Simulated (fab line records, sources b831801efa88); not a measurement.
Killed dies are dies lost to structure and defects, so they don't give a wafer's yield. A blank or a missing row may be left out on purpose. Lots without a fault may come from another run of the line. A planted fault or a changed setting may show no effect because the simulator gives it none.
Problem report in the 8D (eight disciplines) form, filled by code | flow sky130 | the parts of the form that need people (team, actions taken, sign-off) are left out

1. THE PROBLEM
beam_energy_keV at SKY_NWELL_IMPLANT_12 reads a mean of 111.76 on 6 wafers of 2 lots; wafers without a fault read 120.01 with a standard deviation of 0.034. That is -99 or more standard deviations from the usual mean.
First seen on wafer L988.1, day 9 18:55, on implanter-02. The record holds 18 wafers of 6 lots with a number at this step. Rule for "out", or "out of limits": more than 4 standard deviations from the usual mean. The other wafers with a number count as sound.

2. WHAT IT IS AND WHAT IT IS NOT
question                    | is                     | is not
which readings at this step | beam_energy_keV        | -
which lots                  | L988, L990             | L970, L975, L976, L983
which wafers of those lots  | all that have a number | -
read on which tools         | implanter-02           | implanter-01, implanter-03
when                        | from day 9 18:55       | up to then (12 sound wafers)

3. SUSPECTS, AND WHAT RULES EACH OUT
Counting: a tool at a process step up to the reading stays a suspect if it ran every lot that is out and no sound lot after the first of them.
- implanter-02 at SKY_NWELL_IMPLANT_12: kept. It ran every lot that is out, first L988 (day 9 18:55), and no sound lot after that; its last sound lot up to then is L976 (day 6 18:10). Its own readings are out on those wafers: beam_energy_keV.
Left after counting: implanter-02 at SKY_NWELL_IMPLANT_12.

4. THE CAUSE (what the simulator had put in)
Process parameter drift: implanter-02, from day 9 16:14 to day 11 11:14, at SKY_NWELL_IMPLANT_12. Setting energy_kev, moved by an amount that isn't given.
Counting left only this tool.

5. THE CHAIN OF EFFECTS, in route order
Each row: a reading whose mean over the struck wafers that have a number lies more than 3 standard deviations from the usual. Only readings for which the record gives a usual standard deviation are gone through. hours: the time from each lot's start at the first step in this table that gives one to its start at this step, as a median over the lots. sigmas: the change in usual standard deviations.
hours | step                 | reading         | usual  | on struck wafers | change | sigmas
0     | SKY_NWELL_IMPLANT_12 | beam_energy_keV | 120.01 | 111.76           | -8.25  | -99 or more
The process steps in it:
- SKY_NWELL_IMPLANT_12

6. WHAT WOULD HAVE CAUGHT IT SOONER
In this record the first reading out of limits was taken at day 9 18:55, 3 hours after the fault began at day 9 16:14.
